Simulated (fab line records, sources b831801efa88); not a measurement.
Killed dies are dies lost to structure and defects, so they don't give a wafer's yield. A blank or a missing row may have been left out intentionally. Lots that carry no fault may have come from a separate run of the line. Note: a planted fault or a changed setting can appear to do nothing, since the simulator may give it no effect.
Lot-split experiment	flow gf180mcu	5 lots, 23 wafers read, on a route of 602 steps

== SPLIT DETAILS ==
At GF_TOP_METAL_SPUTTER_02 (material AlCu, target thk 900 nm, time 47.82 s), the setting time s was moved away from the recipe's 47.82 s on 8 of the 23 wafers read, by +5.2% to +8.2%. For the rest of the wafers, this setting stayed at what the recipe calls for.

== FROM THE SPLIT TO THE READING: what the file shows between them, 3 steps ==
- GF_TOP_METAL_SPUTTER_03: material Ti, target thk 5 nm, time 3.3 s (also split here: power w)
- GF_TOP_METAL_SPUTTER_04: material TiN, target thk 25 nm, time 20.8 s
- GF_TOP_METAL_RS_MEAS_05: measures by four-point-probe

== THE READING ==
TOP_METAL_ALCU_THK, in nm, at GF_TOP_METAL_THK_MEAS_06 (measures by xrf). Typical for fault-free wafers on this fab line: 909 nm, with standard deviation 11 nm.

wafer	tool, chamber at the split	time s as run, s	against the recipe	TOP_METAL_ALCU_THK, nm	against lot-mates on the recipe
L076.1	pvd sputter-04, -	47.82	recipe	928	-
L076.2	pvd sputter-04, -	51.05	+6.8%	978	+57
L076.3	pvd sputter-04, -	47.82	recipe	923	-
L076.4	pvd sputter-04, -	51.05	+6.8%	976	+55
L076.5	pvd sputter-04, -	47.82	recipe	911	-
L079.2	pvd sputter-04, -	47.82	recipe	905	-
L079.3	pvd sputter-04, -	47.82	recipe	900	-
L079.6	pvd sputter-04, -	47.82	recipe	910	-
L083.2	pvd sputter-01, -	51.74	+8.2%	1009	+96
L083.3	pvd sputter-01, -	51.74	+8.2%	997	+84
L083.4	pvd sputter-01, -	47.82	recipe	914	-
L083.5	pvd sputter-01, -	47.82	recipe	913	-
L083.6	pvd sputter-01, -	51.74	+8.2%	1004	+90
L084.1	pvd sputter-04, -	47.82	recipe	908	-
L084.2	pvd sputter-04, -	47.82	recipe	909	-
L084.3	pvd sputter-04, -	47.82	recipe	921	-
L084.5	pvd sputter-04, -	47.82	recipe	925	-
L084.6	pvd sputter-04, -	47.82	recipe	900	-
L085.1	pvd sputter-03, -	50.31	+5.2%	934	+46
L085.2	pvd sputter-03, -	50.31	+5.2%	935	+47
L085.3	pvd sputter-03, -	50.31	+5.2%	951	+63
L085.4	pvd sputter-03, -	47.82	recipe	888	-
L085.5	pvd sputter-03, -	47.82	recipe	888	-

FIT RESULTS
A straight line over all 23 wafers: TOP_METAL_ALCU_THK changes by +10.1 nm for each +1% of time s; r = +0.93; the points scatter about the line by 14 nm.
The same after taking each lot's own level away (the mean of its wafers on the recipe; 23 wafers): +10.2 nm for each +1%; r = +0.98; scatter 7.9 nm.
That fit puts the effect of the largest move of time s on the reading at 83 nm.
The span of the lots' own levels, 888.0 to 920.7 nm, comes to 3.0 times the standard deviation stated above.
The two slopes agree, so the slope changes little with the lot-to-lot level.
Check: +80.1 nm against its lot-mates is what the line predicts for one of the wafers moved furthest among these (+8.2%) when that wafer is left out of the fit. Against them it came out at +95.5 nm.

== THE OTHER SPLITS THESE WAFERS WENT THROUGH ==
Note: prior to the reading, these wafers also went through further splits. Each is held against what the fit with the lots' levels taken away leaves over:
other split on the same wafers	wafers away from the commonest value	r with TOP_METAL_ALCU_THK (lot level and that fit taken away)
GF_V1_SPUTTER_21 power w	5	+0.31
GF_M2_SPUTTER_02 chamber pressure pa	15	-0.13
GF_V2_SPUTTER_21 chamber pressure pa	15	-0.32
GF_M4_SPUTTER_03 power w	7	-0.29
GF_MIM_SPUTTER_09 power w	8	+0.16
GF_TOP_METAL_SPUTTER_03 power w	12	-0.03

== THE WHOLE CHAIN: every reading that the file lists as answering this split, in the file's order ==
step	what it does	reading	change (the file's fit)	r (the file's)
GF_TOP_METAL_SPUTTER_02	material AlCu, target thk 900 nm, time 47.82 s	AlCu_of_TOP_METAL_SPUTTER_02.thk nm (the simulator's own value, which no gauge read)	+9.75 nm for each +1% of the setting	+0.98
GF_TOP_METAL_RS_MEAS_05	measures by four-point-probe	TOP_METAL_ALCU_RS	-0.000327 for each +1% of the setting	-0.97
GF_TOP_METAL_THK_MEAS_06	measures by xrf	TOP_METAL_ALCU_THK	+9.9 for each +1% of the setting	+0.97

== FILE'S OWN FIT ==
TOP_METAL_ALCU_THK changes by +9.9 nm for each +1% of time s, r = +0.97.
